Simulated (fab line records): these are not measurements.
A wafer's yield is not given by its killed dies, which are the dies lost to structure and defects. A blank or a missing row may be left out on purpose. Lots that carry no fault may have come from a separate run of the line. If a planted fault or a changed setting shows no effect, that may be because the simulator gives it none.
Which tool is to blame? | flow sky130 | 24 lots, 72 wafers sampled, at 4 steps of a route of 708

## WHAT THE GAUGES READ, wafer by wafer
SKY_LDD_P_CD_MEAS_07: target cd 380 nm. Usual: cdNm 380.1 nm, standard deviation 3.
lot  | measured     | on       | cdNm (nm)         | flag
L074 | day 19 00:31 | cdSem-01 | 372.7 377.6 376.7 | 
L075 | day 19 20:32 | cdSem-01 | 382.4 384.1 383.7 | 
L076 | day 19 23:59 | cdSem-02 | 378.1 379.9 378.4 | 
L077 | day 20 06:56 | cdSem-02 | 380.1 379.9 379.9 | 
L078 | day 20 14:14 | cdSem-02 | 379.7 378.6 379.3 | 
L079 | day 21 01:46 | cdSem-01 | 377.7 378.1 379.2 | 
L080 | day 21 11:51 | cdSem-01 | 381.3 380.4 379.2 | 
L081 | day 21 18:11 | cdSem-02 | 379.4 376.6 380.6 | 
L082 | day 22 00:44 | cdSem-01 | 379.4 378.9 380.2 | 
L083 | day 22 12:03 | cdSem-01 | 380.2 377.3 378.6 | 
L084 | day 22 18:56 | cdSem-01 | 384.6 382.3 383.3 | 
L085 | day 23 04:58 | cdSem-02 | 376.6 378.6 378.6 | 
L086 | day 23 21:28 | cdSem-02 | 383.2 384.0 385.4 | 
L087 | day 24 07:25 | cdSem-01 | 383.8 382.3 382.3 | 
L088 | day 24 15:37 | cdSem-02 | 376.0 378.7 377.1 | 
L089 | day 24 22:58 | cdSem-01 | 374.7 379.3 377.0 | 
L090 | day 25 06:56 | cdSem-02 | 385.4 384.7 384.2 | 
L091 | day 25 09:52 | cdSem-02 | 379.0 377.1 378.8 | 
L092 | day 25 16:24 | cdSem-01 | 379.1 381.9 379.6 | 
L093 | day 26 04:01 | cdSem-01 | 379.0 378.3 380.6 | 
L094 | day 26 09:49 | cdSem-01 | 380.2 381.1 382.7 | 
L095 | day 26 17:29 | cdSem-01 | 386.0 388.5 387.0 | 
L096 | day 26 21:06 | cdSem-01 | 377.0 375.7 377.4 | 
L097 | day 27 05:05 | cdSem-01 | 380.8 383.8 382.6 | 

SKY_VIA1_THK_MEAS_23: measures by xrf. Usual: VIA1_W_THK 276 nm, standard deviation 4.9.
lot  | measured     | on           | VIA1_W_THK (nm) | flag
L074 | day 34 01:00 | filmMetro-02 | 281 272 281     | 
L075 | day 34 17:44 | filmMetro-04 | 281 276 284     | 
L076 | day 34 21:10 | filmMetro-04 | 275 281 275     | 
L077 | day 35 02:42 | filmMetro-04 | 271 269 274     | 
L078 | day 35 07:50 | filmMetro-04 | 272 276 272     | 
L079 | day 35 19:29 | filmMetro-04 | 279 270 283     | 
L080 | day 36 02:48 | filmMetro-01 | 272 262 269     | 
L081 | day 36 07:46 | filmMetro-02 | 270 278 267     | 
L082 | day 36 13:49 | filmMetro-01 | 270 275 281     | 
L083 | day 37 00:43 | filmMetro-04 | 272 272 275     | 
L084 | day 37 05:18 | filmMetro-01 | 278 278 269     | 
L085 | day 37 13:26 | filmMetro-04 | 280 273 279     | 
L086 | day 38 05:34 | filmMetro-04 | 278 276 269     | 
L087 | day 38 14:26 | filmMetro-02 | 271 269 279     | 
L088 | day 38 19:11 | filmMetro-02 | 281 271 283     | 
L089 | day 39 03:42 | filmMetro-02 | 281 281 274     | 
L090 | day 39 08:17 | filmMetro-04 | 283 281 279     | 
L091 | day 39 11:56 | filmMetro-04 | 275 285 285     | 
L092 | day 39 17:32 | filmMetro-01 | 275 276 279     | 
L093 | day 40 05:16 | filmMetro-04 | 281 282 282     | 
L094 | day 40 10:43 | filmMetro-02 | 270 268 272     | 
L095 | day 40 12:45 | filmMetro-02 | 275 276 276     | 
L096 | day 40 19:49 | filmMetro-01 | 270 279 280     | 
L097 | day 41 00:52 | filmMetro-01 | 273 281 277     | 

SKY_METAL3_CD_MEAS_13: target cd 300 nm. Usual: cdNm 300.6 nm, standard deviation 1.3.
lot  | measured     | on       | cdNm (nm)         | flag
L074 | day 38 14:07 | cdSem-01 | 301.5 301.0 300.6 | 
L075 | day 39 05:39 | cdSem-02 | 300.9 300.6 299.9 | 
L076 | day 39 09:11 | cdSem-01 | 299.3 298.7 298.3 | 
L077 | day 39 14:47 | cdSem-02 | 299.8 300.7 300.2 | 
L078 | day 39 18:08 | cdSem-02 | 301.3 301.6 300.5 | 
L079 | day 40 05:43 | cdSem-02 | 299.1 298.1 299.8 | 
L080 | day 40 12:22 | cdSem-02 | 301.0 301.6 299.6 | 
L081 | day 40 18:13 | cdSem-02 | 301.2 300.9 301.9 | 
L082 | day 40 21:40 | cdSem-02 | 301.3 301.1 302.4 | 
L083 | day 41 08:37 | cdSem-02 | 300.3 301.7 302.2 | 
L084 | day 41 14:47 | cdSem-02 | 301.8 301.1 300.6 | 
L085 | day 41 22:26 | cdSem-01 | 299.5 299.7 299.4 | 
L086 | day 42 12:04 | cdSem-01 | 301.9 302.2 302.1 | 
L087 | day 42 20:31 | cdSem-01 | 298.7 298.7 297.8 | 
L088 | day 43 02:11 | cdSem-01 | 299.3 300.2 299.7 | 
L089 | day 43 08:26 | cdSem-01 | 301.8 301.8 301.1 | 
L090 | day 43 13:41 | cdSem-02 | 299.5 299.9 300.3 | 
L091 | day 43 17:23 | cdSem-01 | 300.3 300.5 300.9 | 
L092 | day 43 21:07 | cdSem-02 | 299.7 299.1 298.7 | 
L093 | day 44 08:02 | cdSem-01 | 303.6 303.3 302.2 | 
L094 | day 44 13:17 | cdSem-02 | 301.0 300.2 300.3 | 
L095 | day 44 15:22 | cdSem-02 | 301.1 300.5 301.5 | 
L096 | day 44 21:19 | cdSem-01 | 301.6 300.8 300.3 | 
L097 | day 45 01:39 | cdSem-02 | 301.4 302.1 301.0 | 

## EACH LOT AND THE TOOL THAT RAN IT (in order: tool; ch and the chambers of the sampled wafers; start)
lot  | SKY_FIELD_ISO_ETCH_17
L074 | rieSi-01 ch 0,2, day 2 04:44
L075 | rieSi-02 ch 1,2,3, day 2 13:16
L076 | rieSi-02 ch 2,3, day 2 16:28
L077 | rieSi-01 ch 1,2,3, day 2 22:17
L078 | rieSi-01 ch 0,1,3, day 3 02:14
L079 | rieSi-01 ch 1,2,3, day 3 08:04
L080 | rieSi-01 ch 0,2,3, day 3 13:38
L081 | rieSi-02 ch 0,1,2, day 3 18:59
L082 | rieSi-01 ch 0,1,2, day 3 21:50
L083 | rieSi-02 ch 1,2, day 4 05:05
L084 | rieSi-02 ch 1,2, day 4 08:55
L085 | rieSi-01 ch 0,1,3, day 4 14:44
L086 | rieSi-02 ch 0,3, day 4 22:55
L087 | rieSi-01 ch 1,2, day 5 01:43
L088 | rieSi-02 ch 0,2,3, day 5 04:49
L089 | rieSi-02 ch 1,2,3, day 5 10:22
L090 | rieSi-01 ch 0,3, day 5 16:31
L091 | rieSi-02 ch 0,3, day 5 19:50
L092 | rieSi-02 ch 1,2, day 6 01:04
L093 | rieSi-02 ch 0,2,3, day 6 09:28
L094 | rieSi-02 ch 0,1, day 6 15:05
L095 | rieSi-02 ch 0,2,3, day 6 20:13
L096 | rieSi-01 ch 0,2,3, day 7 00:01
L097 | rieSi-01 ch 2,3, day 7 04:10
- SKY_FIELD_ISO_ETCH_17: etches Si in HBr/Cl2/O2, target depth 342 nm, time 97.7 s.

## AS READ BY THE TOOLS THEMSELVES (means over the sampled wafers that have a number; for cases with no such wafer, the mark the record gives instead)
SKY_FIELD_ISO_ETCH_17. Usual: O2_flow_sccm 6.000 sccm, standard deviation 0.019; drypumpMotorCurrentA 5.7 A, standard deviation 0.41; oesProductAu 1.003 a.u., standard deviation 0.011; throttleValvePct 25.654 %, standard deviation 0.012.
lot  | tool     | O2_flow_sccm (sccm) | drypumpMotorCurrentA (A) | oesProductAu (a.u.) | throttleValvePct (%) | flag
L074 | rieSi-01 | 6.015               | 5.7                      | 1.002               | 25.665               | 
L075 | rieSi-02 | 6.002               | 5.6                      | 1.004               | 25.657               | 
L076 | rieSi-02 | 5.994               | 6.0                      | 1.006               | 25.652               | 
L077 | rieSi-01 | 5.993               | 5.7                      | 0.997               | 25.657               | 
L078 | rieSi-01 | 5.985               | 5.5                      | 1.000               | 25.649               | 
L079 | rieSi-01 | 5.999               | 5.8                      | 0.998               | 25.653               | 
L080 | rieSi-01 | 6.003               | 5.9                      | 1.004               | 25.645               | 
L081 | rieSi-02 | 6.006               | 5.6                      | 0.997               | 25.663               | 
L082 | rieSi-01 | 6.012               | 5.6                      | 0.997               | 25.655               | 
L083 | rieSi-02 | 5.998               | 5.8                      | 1.017               | 25.658               | 
L084 | rieSi-02 | 5.986               | 5.8                      | 1.013               | 25.653               | 
L085 | rieSi-01 | 6.003               | 5.6                      | 1.001               | 25.651               | 
L086 | rieSi-02 | 5.992               | 5.6                      | 1.006               | 25.651               | 
L087 | rieSi-01 | 5.996               | 5.9                      | 1.012               | 25.649               | 
L088 | rieSi-02 | 5.996               | 5.8                      | 1.009               | 25.659               | 
L089 | rieSi-02 | 5.995               | 5.6                      | 1.006               | 25.652               | 
L090 | rieSi-01 | 5.988               | 5.9                      | 1.008               | 25.640               | 
L091 | rieSi-02 | 6.001               | 5.6                      | 1.000               | 25.661               | 
L092 | rieSi-02 | 5.978               | 5.8                      | 1.009               | 25.643               | 
L093 | rieSi-02 | 6.014               | 5.8                      | 1.002               | 25.665               | 
L094 | rieSi-02 | 6.007               | 5.1                      | 0.992               | 25.653               | 
L095 | rieSi-02 | 5.991               | 5.7                      | 1.009               | 25.644               | 
L096 | rieSi-01 | 6.007               | 5.9                      | 1.005               | 25.655               | 
L097 | rieSi-01 | 5.983               | 6.1                      | 1.009               | 25.651               | 

## THE ANSWER, worked out from the rows above alone
Rule: a lot is off if the mean of its wafers that have a number lies more than 3 standard deviations from the usual mean. A lot without any number at a reading at which 4 lots or more have one is off too. Any other lot the step has rows for is counted as sound. Order of review: gauges by route order, followed by the tools' own readings, for which a lot's mean as printed above is used. At the first step where some lot is off, the reading lying furthest off is the one used; lots without a number count as furthest.
No lot is off on any of the readings shown, so nothing can be concluded from this.

## WHAT THE SIMULATOR PUT IN
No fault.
